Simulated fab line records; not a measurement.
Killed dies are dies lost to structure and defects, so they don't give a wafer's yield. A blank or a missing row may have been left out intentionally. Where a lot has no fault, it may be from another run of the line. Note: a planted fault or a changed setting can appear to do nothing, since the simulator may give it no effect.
fab line records | flow gf180mcu
record: lots: 14 | wafers: 42 | last-day: 34
route steps=602 shown M3@425 V3@444
lots that met no fault: taken from a fault-free run of the same line
start-h: hours from the record's first day to the start of the lot's first wafer shown | wait-h: hours from the lot's prior step to this one | " identical to the entry in the row above | L1.1+2: a single row standing in for several wafers | - no value, or no start was given | * or withheld: withheld | < > ~ a bound
route shown NAME@n: NAME is a module with steps in the file, n the number in the route of the first one | usual: mean and standard deviation over wafers with no fault | same: alike in all rows | chamber/n: place in a boat | sites: readings site by site | _std_site: the values' standard deviation | _edge_site: inner sites' mean taken away from outer sites' mean | radius-mm: for every site, how far away it sits from the centre of the wafer | mask NAME#n: copy n | behind: tool/chamber where the wafer was last shaped | hold: why the lot went on hold/how many hours it stayed there/how the hold came to an end | device: transistor that didn't switch, given as n, p or np | end of line: the tests these same wafers got at the end of their route | a step given without rows: its recipe and nothing more | killed: the dies lost at the first sort to structure and to defects; this is not the yield of the wafer | map: a wafer's dies, marking killed ones x, the rest . and places with no die _
set.NAME: the setting the step ran with; set.NAME@STEP: the setting that earlier step ran with | model.NAME: the simulator's own value behind a step, which no gauge read
one table for each step of the route and one row for each wafer, over a sample of lots
services: a tool's chamber out of use, with start hour (start-h, from the record's first day; less than 0 if before it), hours out, and reason
== steps ==
step: GF_M3_METAL_ETCH_16
recipe: chemistry: Cl2/BCl3 | mask-material: KrF | target-depth-nm: 750.8 | stop-on: SiO2 | pressure-mtorr: 8 | icp-w: 800 | bias-w: 140 | Cl2_flow_sccm: 80 | bcl3-flow-sccm: 40 | time-s: 125.1
usual: drypump-motor-current-A: 5.9/0.31 | mfc-cl2-sccm: 80.01/0.24 | oes-product-au: 0.990/0.0065 | throttle-valve-pct: 28.232/0.0093
lot.wafer | tool         | chamber | start-h | wait-h | drypump-motor-current-A | mfc-cl2-sccm | oes-product-au | rf-hours-counter-h | throttle-valve-pct
L454.1    | rie-metal-04 | 1       | 485.36  | 0.0    | 5.5                     | 80.07        | 0.992          | 3                  | 28.249
L454.5    | "            | 1       | "       | "      | 5.5                     | 79.85        | 0.975          | -                  | 28.235
L454.6    | "            | 0       | "       | "      | 5.6                     | 80.22        | 0.989          | -                  | 28.229
L455.4    | rie-metal-03 | 0       | 497.30  | 0.1    | 6.2                     | 80.26        | 0.985          | -                  | 28.212
L455.5    | "            | 0       | "       | "      | 6.2                     | 80.67        | 0.990          | -                  | 28.226
L455.6    | "            | 1       | "       | "      | 6.2                     | 79.77        | 0.989          | -                  | 28.236
L457.1    | rie-metal-04 | 0       | 520.59  | 0.0    | 5.6                     | 80.01        | 0.984          | 10                 | 28.236
L457.3    | "            | 0       | "       | "      | 5.6                     | 80.00        | 0.978          | -                  | 28.252
L457.5    | "            | 1       | "       | "      | 5.5                     | 79.94        | 0.986          | -                  | 28.240
L458.3    | rie-metal-03 | 0       | 528.25  | 0.1    | 6.1                     | 79.74        | 0.995          | -                  | 28.237
L458.5    | "            | 1       | "       | "      | 6.2                     | 80.07        | 0.994          | -                  | 28.229
L458.6    | "            | 0       | "       | "      | 6.1                     | 80.02        | 0.992          | -                  | 28.242
L459.2    | rie-metal-04 | 0       | 534.04  | 0.0    | 5.6                     | 80.00        | 0.985          | 10                 | 28.226
L459.4    | "            | 0       | "       | "      | 5.6                     | 79.96        | 0.987          | -                  | 28.240
L459.6    | "            | 1       | "       | "      | 5.6                     | 79.92        | 0.994          | -                  | 28.242
L460.2    | rie-metal-01 | 1       | 541.96  | 0.0    | 5.6                     | 79.92        | 0.989          | 0                  | 28.219
L460.5    | "            | 0       | "       | "      | 6.3                     | 79.71        | 0.991          | -                  | 28.234
L460.6    | "            | 1       | "       | "      | 5.7                     | 80.09        | 0.993          | -                  | 28.235
L463.2    | rie-metal-04 | 0       | 567.01  | 0.0    | 5.6                     | 79.96        | 0.987          | 11                 | 28.229
L463.3    | "            | 1       | "       | "      | 5.6                     | 79.90        | 0.992          | -                  | 28.227
L463.6    | "            | 0       | "       | "      | 5.6                     | 80.02        | 0.990          | -                  | 28.240
L469.1    | rie-metal-01 | 0       | 614.89  | 0.0    | 6.3                     | 79.97        | 0.991          | 1                  | 28.240
L469.2    | "            | 1       | "       | "      | 5.7                     | 79.79        | 0.992          | 3                  | 28.232
L469.3    | "            | 1       | "       | "      | 5.7                     | 80.04        | 0.994          | -                  | 28.207
L470.2    | rie-metal-01 | 1       | 622.11  | 0.0    | 5.7                     | 79.61        | 0.993          | 3                  | 28.225
L470.4    | "            | 1       | "       | "      | 5.7                     | 79.83        | 1.002          | -                  | 28.214
L470.5    | "            | 0       | "       | "      | 6.3                     | 80.68        | 0.981          | -                  | 28.219
L471.3    | rie-metal-01 | 0       | 630.05  | 0.1    | 6.3                     | 80.06        | 0.998          | -                  | 28.232
L471.4    | "            | 1       | "       | "      | 5.7                     | 80.18        | 0.995          | -                  | 28.236
L471.6    | "            | 1       | "       | "      | 5.7                     | 79.98        | 1.002          | -                  | 28.225
L472.2    | rie-metal-04 | 1       | 642.36  | 0.0    | 5.6                     | 79.98        | 0.991          | 8                  | 28.214
L472.4    | "            | 0       | "       | "      | 5.6                     | 80.27        | 0.980          | -                  | 28.237
L472.6    | "            | 0       | "       | "      | 5.6                     | 80.21        | 0.979          | -                  | 28.234
L474.2    | rie-metal-03 | 0       | 648.29  | 0.0    | 6.2                     | 80.29        | 0.992          | 3                  | 28.241
L474.5    | "            | 0       | "       | "      | 6.2                     | 80.07        | 0.987          | -                  | 28.230
L474.6    | "            | 1       | "       | "      | 6.2                     | 80.24        | 0.990          | -                  | 28.241
L476.3    | rie-metal-01 | 1       | 660.65  | 0.1    | 5.7                     | 80.18        | 1.000          | -                  | 28.225
L476.4    | "            | 0       | "       | "      | 6.3                     | 79.65        | 0.989          | -                  | 28.222
L476.6    | "            | 0       | "       | "      | 6.3                     | 79.90        | 0.996          | -                  | 28.232
L477.1    | rie-metal-03 | 0       | 668.20  | 0.0    | 6.2                     | 79.77        | 0.989          | 3                  | 28.219
L477.5    | "            | 1       | "       | "      | 6.2                     | 79.85        | 0.980          | -                  | 28.231
L477.6    | "            | 0       | "       | "      | 6.2                     | 80.23        | 0.986          | -                  | 28.226
step: GF_V3_OVL_MEAS_15
usual: V3_OVL: 3/5.5
lot.wafer | tool       | chamber | start-h | wait-h | V3_OVL[nm]
L454.1    | overlay-01 | -       | 510.86  | 0.1    | 0
L454.5    | "          | -       | "       | "      | 1
L454.6    | "          | -       | "       | "      | 1
L455.4    | overlay-01 | -       | 522.08  | 0.1    | 3
L455.5    | "          | -       | "       | "      | 9
L455.6    | "          | -       | "       | "      | 7
L457.1    | overlay-01 | -       | 545.05  | 0.1    | 5
L457.3    | "          | -       | "       | "      | 5
L457.5    | "          | -       | "       | "      | -1
L458.3    | overlay-01 | -       | 552.22  | 0.1    | 8
L458.5    | "          | -       | "       | "      | 8
L458.6    | "          | -       | "       | "      | 5
L459.2    | overlay-01 | -       | 557.31  | 0.1    | 10
L459.4    | "          | -       | "       | "      | 4
L459.6    | "          | -       | "       | "      | 9
L460.2    | overlay-02 | -       | 565.85  | 0.1    | -7
L460.5    | "          | -       | "       | "      | -7
L460.6    | "          | -       | "       | "      | -4
L463.2    | overlay-01 | -       | 589.73  | 0.1    | 3
L463.3    | "          | -       | "       | "      | 1
L463.6    | "          | -       | "       | "      | 4
L469.1    | overlay-01 | -       | 636.41  | 0.1    | 3
L469.2    | "          | -       | "       | "      | 8
L469.3    | "          | -       | "       | "      | 4
L470.2    | overlay-02 | -       | 643.72  | 0.1    | 0
L470.4    | "          | -       | "       | "      | 11
L470.5    | "          | -       | "       | "      | 6
L471.3    | overlay-02 | -       | 651.63  | 0.1    | 8
L471.4    | "          | -       | "       | "      | 2
L471.6    | "          | -       | "       | "      | 5
L472.2    | overlay-01 | -       | 663.87  | 0.1    | 3
L472.4    | "          | -       | "       | "      | -1
L472.6    | "          | -       | "       | "      | 3
L474.2    | overlay-01 | -       | 668.47  | 0.1    | 4
L474.5    | "          | -       | "       | "      | 5
L474.6    | "          | -       | "       | "      | 2
L476.3    | overlay-02 | -       | 681.72  | 0.1    | -1
L476.4    | "          | -       | "       | "      | -8
L476.6    | "          | -       | "       | "      | -3
L477.1    | overlay-01 | -       | 689.12  | 0.1    | -13
L477.5    | "          | -       | "       | "      | -13
L477.6    | "          | -       | "       | "      | -9
step: GF_V3_STRIP_19
recipe: chemistry: post-etch-residue-remover | time-s: 1200 | temp-c: 72.5
usual: bath-guard-temp-C: 72.4/0.36 | bath-heat-duty-pct: 15.1/2.3
lot.wafer | tool         | chamber | start-h | wait-h | bath-guard-temp-C | bath-heat-duty-pct
L454.1    | wet-bench-04 | 1       | 511.13  | 0.1    | 72.3              | 14.6
L454.5    | "            | 1       | "       | "      | 72.4              | 14.5
L454.6    | "            | 1       | "       | "      | 72.3              | 14.9
L455.4    | wet-bench-03 | 2       | 522.33  | 0.0    | 72.2              | 11.7
L455.5    | "            | 2       | "       | "      | 72.3              | 11.9
L455.6    | "            | 2       | "       | "      | 72.8              | 11.3
L457.1    | wet-bench-04 | 3       | 545.32  | 0.1    | 71.2              | 14.6
L457.3    | "            | 3       | "       | "      | 71.6              | 14.1
L457.5    | "            | 3       | "       | "      | 71.9              | 15.1
L458.3    | wet-bench-03 | 2       | 552.47  | 0.0    | 72.6              | 10.3
L458.5    | "            | 2       | "       | "      | 72.3              | 11.8
L458.6    | "            | 2       | "       | "      | 72.5              | 11.2
L459.2    | wet-bench-02 | 2       | 557.57  | 0.1    | -                 | -
L459.4    | "            | 2       | "       | "      | -                 | -
L459.6    | "            | 2       | "       | "      | -                 | -
L460.2    | wet-bench-02 | 1       | 566.11  | 0.1    | -                 | -
L460.5    | "            | 1       | "       | "      | -                 | -
L460.6    | "            | 1       | "       | "      | -                 | -
L463.2    | wet-bench-02 | 2       | 589.98  | 0.1    | 72.3              | 17.5
L463.3    | "            | 2       | "       | "      | 72.7              | 16.8
L463.6    | "            | 2       | "       | "      | 72.5              | 18.4
L469.1    | wet-bench-04 | 2       | 636.68  | 0.1    | 72.4              | 17.9
L469.2    | "            | 2       | "       | "      | 72.4              | 16.1
L469.3    | "            | 2       | "       | "      | 72.3              | 15.7
L470.2    | wet-bench-02 | 1       | 643.98  | 0.1    | 72.6              | 15.5
L470.4    | "            | 1       | "       | "      | 72.5              | 16.0
L470.5    | "            | 1       | "       | "      | 72.5              | 15.1
L471.3    | wet-bench-04 | 3       | 651.88  | 0.0    | 71.5              | 13.5
L471.4    | "            | 3       | "       | "      | 71.6              | 13.1
L471.6    | "            | 3       | "       | "      | 71.7              | 15.0
L472.2    | wet-bench-03 | 2       | 664.13  | 0.1    | 72.5              | 12.0
L472.4    | "            | 2       | "       | "      | 72.2              | 11.4
L472.6    | "            | 2       | "       | "      | 72.4              | 11.7
L474.2    | wet-bench-04 | 2       | 668.73  | 0.1    | 72.4              | 17.3
L474.5    | "            | 2       | "       | "      | 71.6              | 15.8
L474.6    | "            | 2       | "       | "      | 72.3              | 14.8
L476.3    | wet-bench-02 | 2       | 682.01  | 0.1    | 72.8              | 17.2
L476.4    | "            | 2       | "       | "      | 72.6              | 17.5
L476.6    | "            | 2       | "       | "      | 72.4              | 17.8
L477.1    | wet-bench-03 | 2       | 689.38  | 0.1    | 72.6              | 10.8
L477.5    | "            | 2       | "       | "      | 72.8              | 11.7
L477.6    | "            | 2       | "       | "      | 72.9              | 11.2
step: GF_V3_RS_MEAS_24
recipe: thk-meas-gauge: four-point-probe | reads: W_of_V3_CVD_23+TiN_of_V3_SPUTTER_22+Ti_of_V3_SPUTTER_21
usual: V3_W_RS: 0.328/0.0043
lot.wafer | tool          | chamber | start-h | wait-h | V3_W_RS[ohm/sq]
L454.1    | film-metro-03 | -       | 511.87  | 0.1    | 0.319
L454.5    | "             | -       | "       | "      | 0.323
L454.6    | "             | -       | "       | "      | 0.323
L455.4    | film-metro-03 | -       | 523.04  | 0.1    | 0.334
L455.5    | "             | -       | "       | "      | 0.328
L455.6    | "             | -       | "       | "      | 0.334
L457.1    | film-metro-03 | -       | 545.97  | 0.1    | 0.327
L457.3    | "             | -       | "       | "      | 0.332
L457.5    | "             | -       | "       | "      | 0.330
L458.3    | film-metro-01 | -       | 553.19  | 0.1    | 0.333
L458.5    | "             | -       | "       | "      | 0.329
L458.6    | "             | -       | "       | "      | 0.331
L459.2    | film-metro-01 | -       | 558.24  | 0.1    | 0.331
L459.4    | "             | -       | "       | "      | 0.334
L459.6    | "             | -       | "       | "      | 0.337
L460.2    | film-metro-04 | -       | 566.77  | 0.1    | 0.327
L460.5    | "             | -       | "       | "      | 0.325
L460.6    | "             | -       | "       | "      | 0.327
L463.2    | film-metro-03 | -       | 590.65  | 0.1    | 0.334
L463.3    | "             | -       | "       | "      | 0.333
L463.6    | "             | -       | "       | "      | 0.334
L469.1    | film-metro-03 | -       | 637.33  | 0.1    | 0.321
L469.2    | "             | -       | "       | "      | 0.323
L469.3    | "             | -       | "       | "      | 0.321
L470.2    | film-metro-03 | -       | 644.66  | 0.1    | 0.324
L470.4    | "             | -       | "       | "      | 0.323
L470.5    | "             | -       | "       | "      | 0.326
L471.3    | film-metro-01 | -       | 652.60  | 0.1    | 0.331
L471.4    | "             | -       | "       | "      | 0.327
L471.6    | "             | -       | "       | "      | 0.333
L472.2    | film-metro-01 | -       | 665.14  | 0.1    | 0.323
L472.4    | "             | -       | "       | "      | 0.322
L472.6    | "             | -       | "       | "      | 0.323
L474.2    | film-metro-01 | -       | 669.43  | 0.1    | 0.323
L474.5    | "             | -       | "       | "      | 0.323
L474.6    | "             | -       | "       | "      | 0.323
L476.3    | film-metro-01 | -       | 682.72  | 0.1    | 0.328
L476.4    | "             | -       | "       | "      | 0.325
L476.6    | "             | -       | "       | "      | 0.330
L477.1    | film-metro-03 | -       | 690.07  | 0.1    | 0.329
L477.5    | "             | -       | "       | "      | 0.328
L477.6    | "             | -       | "       | "      | 0.328
== services ==
tool         | chamber | start-h | hours | kind
rie-metal-01 | -       | 495.15  | 14.6  | pm
rie-metal-01 | 1       | 511.85  | -     | clean
rie-metal-01 | 1       | 511.85  | 19.5  | scheduled-down
rie-metal-01 | 1       | 511.85  | 19.5  | vent-cycle
rie-metal-03 | 0       | 542.56  | -     | clean
rie-metal-03 | 0       | 542.56  | 19.5  | scheduled-down
rie-metal-03 | 0       | 542.56  | 19.5  | vent-cycle
rie-metal-04 | -       | 546.62  | 0.3   | repair
rie-metal-04 | -       | 556.95  | 1.4   | pm
rie-metal-01 | 0       | 562.62  | -     | clean
rie-metal-01 | 0       | 562.62  | 18.9  | scheduled-down
rie-metal-01 | 0       | 562.62  | 18.9  | vent-cycle
rie-metal-03 | -       | 583.60  | 0.9   | repair
wet-bench-04 | -       | 592.37  | 2.5   | repair
rie-metal-03 | -       | 615.48  | 2.8   | pm
rie-metal-04 | 1       | 643.99  | 12.0  | repair
wet-bench-03 | -       | 647.99  | 1.9   | pm
== key ==
first-sign: step: GF_V3_STRIP_19 | reading: tool-record | direction: missing
effect none on later readings
met-at GF_V3_STRIP_19
struck-lots L459,L460
sort-left-out L459.2,L459.4,L459.6,L460.2,L460.5,L460.6
not-acting-at GF_M3_METAL_ETCH_16,GF_V3_OVL_MEAS_15,GF_V3_RS_MEAS_24
fault: kind: skipped-step-whole | tool: wet-bench-02 | chamber: - | onset-h: 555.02 | steps: GF_V3_STRIP_19 | scope: struck-lots-only
sort-left-out: the simulated sort isn't trusted on such a fault, so these wafers' sort isn't shown, and their yield isn't known
